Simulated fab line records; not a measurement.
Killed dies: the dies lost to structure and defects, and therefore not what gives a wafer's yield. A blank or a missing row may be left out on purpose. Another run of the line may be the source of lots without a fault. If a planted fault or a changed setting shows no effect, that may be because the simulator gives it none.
Problem report in the 8D (eight disciplines) form, filled by code / flow gf180mcu / the parts of the form that need people (team, actions taken, sign-off) are left out

1. THE ISSUE
cd-nm at GF_M4_CD_MEAS_14 reads a mean of 273.2 nm on 1 wafer of 1 lot; wafers without a fault read 279.8 nm with a standard deviation of 1.1. That puts it -6.0 standard deviations away from the usual mean.
The step: target cd 280 nm.
The first sign was on wafer L210.4 at day 28 12:50, on cd-sem-02. The record has a number at this step for 36 wafers belonging to 12 lots. Rule for "out", or "out of limits": more than 4 standard deviations from the usual mean. All remaining wafers that have a number are taken as sound.

2. WHAT IT IS, AND WHAT IT ISN'T
question=which readings at this step | is=cd-nm | is not=-
question=which lots | is=L210 | is not=L195, L196, L197, L198, L200, L201, L202, L203, L204, L208, L218
question=which wafers of those lots | is=L210.4 | is not=L210.5, L210.6
question=read on which gauges | is=cd-sem-02 | is not=cd-sem-01
question=when | is=from day 28 12:50 | is not=up to then (32 sound wafers); but 3 sound wafers of L218 came after

3. SUSPECTS, AND WHAT RULES EACH OUT
Counting: any tool at a process step up to the reading remains a suspect provided it ran every lot that is out. Sound lots after the first of them don't rule it out here, since some wafers of a struck lot are sound.
- the gauge at GF_M4_CD_MEAS_14: kept. All the wafers that are out were read on cd-sem-02, and no step on other tools shows them out.
- rie-diel-03 at GF_V3_ETCH_16 (etches BARC in N2/H2): kept. It ran the lot that is out, L210 (day 27 15:28); its last sound lot up to then is L202 (day 25 04:26).
- pvd-sputter-01 at GF_M4_SPUTTER_03 (material Ti, target thk 10 nm, time 6.7 s): kept. It ran the lot that is out, L210 (day 27 17:20); its last sound lot up to then is L201 (day 24 20:41).
- krf-scanner-02 at GF_M4_EXPOSE_11 (exposes mask Metal4, target cd 280 nm): kept. It ran the lot that is out, L210 (day 28 03:28); its last sound lot up to then is L208 (day 27 12:40).
Left after counting: rie-diel-03 at GF_V3_ETCH_16, pvd-sputter-01 at GF_M4_SPUTTER_03, krf-scanner-02 at GF_M4_EXPOSE_11, cd-sem-02 at GF_M4_CD_MEAS_14.

4. THE CAUSE (what the simulator had put in)
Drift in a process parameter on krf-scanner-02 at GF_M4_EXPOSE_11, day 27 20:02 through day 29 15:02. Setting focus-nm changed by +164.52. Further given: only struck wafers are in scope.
Of the 4 suspects that counting leaves, this tool is one.

5. THE CHAIN OF EFFECTS, in route order
One row per reading whose mean, taken over the struck wafers that have a number, lies over 3 standard deviations from the usual. Scope: only readings with a usual standard deviation given in the record; hours: median across lots of the time from each lot's start at the first step in this table that gives one to its start at this step; sigmas: change in usual standard deviations.
hours=0; step=GF_M4_CD_MEAS_14; reading=cd-nm; usual=279.8 nm; on struck wafers=273.2; change=-6.6; sigmas=-6.0

6. HOW IT WOULD HAVE BEEN CAUGHT EARLIER
In this record the first reading out of limits at a measuring or inspecting step was taken at day 28 12:50, 17 hours after the fault began at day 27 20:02.
An alarm limit of 4 standard deviations would not have fired on the tool readings at GF_M4_EXPOSE_11 for which the record gives a usual standard deviation, since none of them was out on any struck wafer.
All the lots that are out (1) had begun GF_M4_EXPOSE_11 on krf-scanner-02 by day 28 12:50. Tool hold at that time: it would have spared none of them.
